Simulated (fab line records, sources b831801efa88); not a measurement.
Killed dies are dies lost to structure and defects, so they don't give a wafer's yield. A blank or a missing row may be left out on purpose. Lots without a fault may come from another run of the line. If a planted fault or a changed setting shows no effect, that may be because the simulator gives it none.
Problem report, 8D (eight disciplines) form, completed by code || flow sky130 || the parts of the form that need people (team, actions taken, sign-off) are left out

1. WHAT WENT WRONG
NWELL_2_TW at SKY_NWELL_TW_MEAS_26 reads a mean of 556.1 on 6 wafers of 2 lots; wafers without a fault read 495.1 with a standard deviation of 2.2. That puts it +28 standard deviations away from the usual mean.
Seen first at day 9 08:11 on film_metro-04, wafer L556.1. The record has a number at this step for 36 wafers belonging to 12 lots. Rule for "out", or "out of limits": more than 4 standard deviations from the usual mean. Any other wafer with a number is counted as sound.

2. WHAT THIS IS AND IS NOT
{"question": "which readings at this step", "is": "NWELL_2_TW", "is not": "-"}
{"question": "which lots", "is": "L556, L558", "is not": "L540, L541, L542, L544, L545, L547, L549, L560, L561, L563"}
{"question": "which wafers of those lots", "is": "all that have a number", "is not": "-"}
{"question": "read on which gauges", "is": "film_metro-03, film_metro-04", "is not": "film_metro-01"}
{"question": "when", "is": "from day 9 08:11", "is not": "up to then (21 sound wafers); but 9 sound wafers of L560, L561, L563 came after"}

3. THE SUSPECTS, EACH WITH WHAT RULES IT OUT
Counting: any tool at a process step up to the reading is kept as a suspect provided that every lot that is out went through it and no sound lot did after the first of them.
- the gauge at SKY_NWELL_TW_MEAS_26: ruled out. 2 gauges (film_metro-03, film_metro-04) read the wafers that are out.
- implanter-04 at SKY_NWELL_IMPLANT_24: kept. It processed each lot that is out, first L556 at day 9 07:56, and no sound lot thereafter; up to then, the last sound lot it processed was L549 at day 7 10:44. Out on those wafers are its own readings of dose_ions_cm2, faraday_current_uA.
The count leaves implanter-04 at SKY_NWELL_IMPLANT_24.

4. THE CAUSE (what the simulator had put in)
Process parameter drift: implanter-04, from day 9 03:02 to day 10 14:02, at SKY_NWELL_IMPLANT_24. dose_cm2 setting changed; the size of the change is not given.
The count eliminated every tool but this one.

5. SEQUENCE OF EFFECTS, ordered by route
Each row: a reading where the mean over the struck wafers with a number is more than 3 standard deviations away from the usual. Scope: only readings with a usual standard deviation given in the record; hours: median across lots of the time from each lot's start at the first step in this table that gives one to its start at this step; sigmas: change in usual standard deviations.
{"hours": 0, "step": "SKY_NWELL_IMPLANT_24", "reading": "dose_ions_cm2", "usual": 9.202e+12, "on struck wafers": 1.345e+13, "change": "+4.246e+12", "sigmas": "+99 or more"}
{"hours": 0, "step": "SKY_NWELL_IMPLANT_24", "reading": "faraday_current_uA", "usual": 51.8, "on struck wafers": 77.0, "change": "+25.2", "sigmas": "+23"}
{"hours": 0, "step": "SKY_NWELL_TW_MEAS_26", "reading": "NWELL_2_TW", "usual": 495.1, "on struck wafers": 556.1, "change": "+61.0", "sigmas": "+28"}
Its process steps:
- SKY_NWELL_IMPLANT_24
Later steps that measure or inspect, where all struck wafers having a row at the step show a number for every such reading and not one has moved that far: SKY_VT_ADJUST_LVTN_TW_MEAS_10.

6. HOW IT WOULD HAVE BEEN CAUGHT EARLIER
In this record the first reading out of limits at a measuring or inspecting step was taken at day 9 08:11, 5 hours after the fault began at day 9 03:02.
At SKY_NWELL_IMPLANT_24, the tool's own readings (dose_ions_cm2, faraday_current_uA) were out on each struck wafer the step has a row for, so an alarm limit on them would have fired on the first such wafer.
Lots out: 2; of these, L558 started SKY_NWELL_IMPLANT_24 on implanter-04 after day 9 08:11. Had the tool been put on hold then, it would have been spared.
